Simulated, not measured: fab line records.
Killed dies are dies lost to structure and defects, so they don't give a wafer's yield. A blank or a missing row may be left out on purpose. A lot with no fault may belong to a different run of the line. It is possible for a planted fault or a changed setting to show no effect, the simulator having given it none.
Comparing a struck lot with a sound one / flow sky130 / 44 out of 708 route steps
Sound: these wafers, L879.1, L879.4, L879.6. The struck wafers were L899.2, L899.3, L899.5. The cause comes at the end.
Each step with rows lists, per side, the tool, then ch with its chambers, then its first start. Under that, the readings that differ: sound wafers / struck wafers / difference of the means / sigmas: that difference in standard deviations of wafers without a fault.
alike: same words and numbers on both sides, and readings whose means sit less than 2 such deviations apart. not compared: any withheld reading, any reading some wafer has no value for, any bound like >300 that may hide the same value, and any number with overlapping values for which the record gives no deviation.
A row with sigmas, a row that says differs or no value, or rows on one side alone: a step with any of these is where the two part. Non-overlapping numbers with no deviation appear without sigmas and do not part them. Lack of a reading on every wafer of one side parts them only where that side has two or more wafers.

first, 2 steps without rows for these wafers: SKY_DNWELL_DEVELOP_06 (develop time 60 s); SKY_DNWELL_IMPLANT_07.
SKY_DNWELL_STRIP_08: strips in O2/N2.
  sound on plasma asher-04 ch 0,1, day 3 09:00; struck on plasma asher-01 ch 0,1, day 7 23:07
  alike: drypump motor current A, oes product au, strip time to endpoint s
  not compared: rf hours counter h
SKY_DNWELL_TW_MEAS_09:
  sound: film metro-04 at day 3 09:06; struck: film metro-04 at day 7 23:14
  alike: DNWELL_TW
then, 7 steps without rows for these wafers: SKY_PWDE_DEHYDRATE_00 (time 60 s); SKY_PWDE_HMDS_01 (prime time 60 s); SKY_PWDE_COAT_02 (resist thk 3000 nm); SKY_PWDE_SOFTBAKE_03; SKY_PWDE_EXPOSE_04 (exposes mask PWDEM, target cd 840 nm); SKY_PWDE_PEB_05; SKY_PWDE_DEVELOP_06 (develop time 60 s).
SKY_PWDE_OVL_MEAS_07:
  sound: overlay-02 at day 4 01:36; struck: overlay-02 at day 8 19:25
  alike: PWDE_OVL
SKY_PWDE_IMPLANT_08:
  sound on implanter-04 ch 0, day 4 01:38; struck on implanter-04 ch 0, day 8 19:28
reading=beam on s (s); sound=10.19 9.73 10.06; struck=13.03 13.19 13.21; difference=+3.15; sigmas=+16
reading=faraday current uA; sound=19.9 20.8 20.3; struck=15.6 15.4 15.4; difference=-4.9; sigmas=-12
  alike: beam energy keV
SKY_PWDE_STRIP_09: strips in O2/N2.
  sound on plasma asher-02 ch 0,1, day 4 01:47; struck on plasma asher-02 ch 0,1, day 8 19:35
  alike: drypump motor current A, oes product au, strip time to endpoint s
  not compared: rf hours counter h
SKY_PWDE_TW_MEAS_10:
  sound: film metro-04 at day 4 01:53; struck: film metro-02 at day 8 19:42
reading=PWDE_TW; sound=377.6 375.7 375.9; struck=409.9 408.8 409.2; difference=+32.9; sigmas=+14
then, 7 steps without rows for these wafers: SKY_NWELL_DEHYDRATE_03 (time 60 s); SKY_NWELL_HMDS_04 (prime time 60 s); SKY_NWELL_COAT_05 (resist thk 3000 nm); SKY_NWELL_SOFTBAKE_06; SKY_NWELL_EXPOSE_07 (exposes mask NWM, target cd 840 nm); SKY_NWELL_PEB_08; SKY_NWELL_DEVELOP_09 (develop time 60 s).
SKY_NWELL_OVL_MEAS_10:
  sound: overlay-01 at day 4 18:57; struck: overlay-01 at day 9 17:16
  alike: NWELL_00_OVL
then, 3 steps without rows for these wafers: SKY_NWELL_IMPLANT_11; SKY_NWELL_IMPLANT_12; SKY_NWELL_IMPLANT_13.
SKY_NWELL_STRIP_14: strips in O2/N2.
  sound on plasma asher-01 ch 0,1, day 4 19:26; struck on plasma asher-04 ch 0,1, day 9 17:45
  alike: drypump motor current A, oes product au, strip time to endpoint s
  not compared: rf hours counter h
SKY_NWELL_TW_MEAS_15:
  sound: film metro-04 at day 4 19:32; struck: film metro-04 at day 9 17:52
  alike: NWELL_TW
then, 7 steps without rows for these wafers: SKY_NWELL_DEHYDRATE_16 (time 60 s); SKY_NWELL_HMDS_17 (prime time 60 s); SKY_NWELL_COAT_18 (resist thk 3000 nm); SKY_NWELL_SOFTBAKE_19; SKY_NWELL_EXPOSE_20 (exposes mask NWM COMPLEMENT, target cd 840 nm); SKY_NWELL_PEB_21; SKY_NWELL_DEVELOP_22 (develop time 60 s).
SKY_NWELL_OVL_MEAS_23:
  sound: overlay-02 at day 5 12:28; struck: overlay-02 at day 10 16:06
  alike: NWELL_01_OVL
next, for these wafers, 1 step has no rows: SKY_NWELL_IMPLANT_24.
SKY_NWELL_STRIP_25: strips in O2/N2.
  sound on plasma asher-04 ch 0,1, day 5 12:39; struck on plasma asher-03 ch 0,1, day 10 16:17
  alike: drypump motor current A, oes product au, strip time to endpoint s
  not compared: rf hours counter h
SKY_NWELL_TW_MEAS_26:
  sound: film metro-03 at day 5 12:45; struck: film metro-02 at day 10 16:23
  alike: NWELL_2_TW
then, 1 step without rows for these wafers: SKY_NWELL_CLEAN_27 (cleans in SC1/SC2, time 150 s).
SKY_NWELL_RTA_28: time 30 s.
  sound on rtp anneal-01 ch 0, day 5 12:52; struck on rtp anneal-01 ch 0, day 10 16:31
  alike: lamp power pct, wafer_temp_C_max
SKY_NWELL_RS_MEAS_29: measures by four-point-probe.
  sound: film metro-04 at day 5 12:58; struck: film metro-03 at day 10 16:37
reading=NWELL_RS (ohm/sq); sound=629.5 628.8 628.0; struck=623.4 624.2 624.1; difference=-4.9; sigmas=-3
SKY_NWELL_RS_MEAS_31: measures by four-point-probe.
  sound: film metro-04 at day 5 13:12; struck: film metro-03 at day 10 16:51
reading=PWDE_RS (ohm/sq); sound=5291 5301 5285; struck=4223 4228 4229; difference=-1066; sigmas=-51
-- the record jumps here: 40 days lie between the struck wafers' starts before and after (it left off in module NWELL and takes up again in module PAD_OPEN, whose first step shown is number 708 of the route) --
SKY_PAD_OPEN_PROBE_99:
  sound: prober-02 at day 46 00:04; struck: prober-02 at day 50 15:40
reading=model.etest.res_p_drift_20v.rs ohm sq; sound=9861 9824 9749; struck=6958 6975 7004; difference=-2832; sigmas=
reading=model.etest.res pwde under gate.rs ohm sq; sound=6152 6166 6148; struck=4755 4754 4748; difference=-1403; sigmas=
  alike: killed_at_M0_to_M3, killed_at_M4_up, killed at contacts, killed at front end, killed at other, killed dies, killed open, killed short

## WHERE THEY PART
First at SKY_PWDE_IMPLANT_08; last, within this record, at SKY_NWELL_RS_MEAS_31. Later steps at which nothing parts them and some readings are alike: SKY_PAD_OPEN_PROBE_99.

WHY: what had been put in by the simulator
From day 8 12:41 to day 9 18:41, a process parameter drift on implanter-04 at SKY_PWDE_IMPLANT_08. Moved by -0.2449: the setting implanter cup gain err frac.
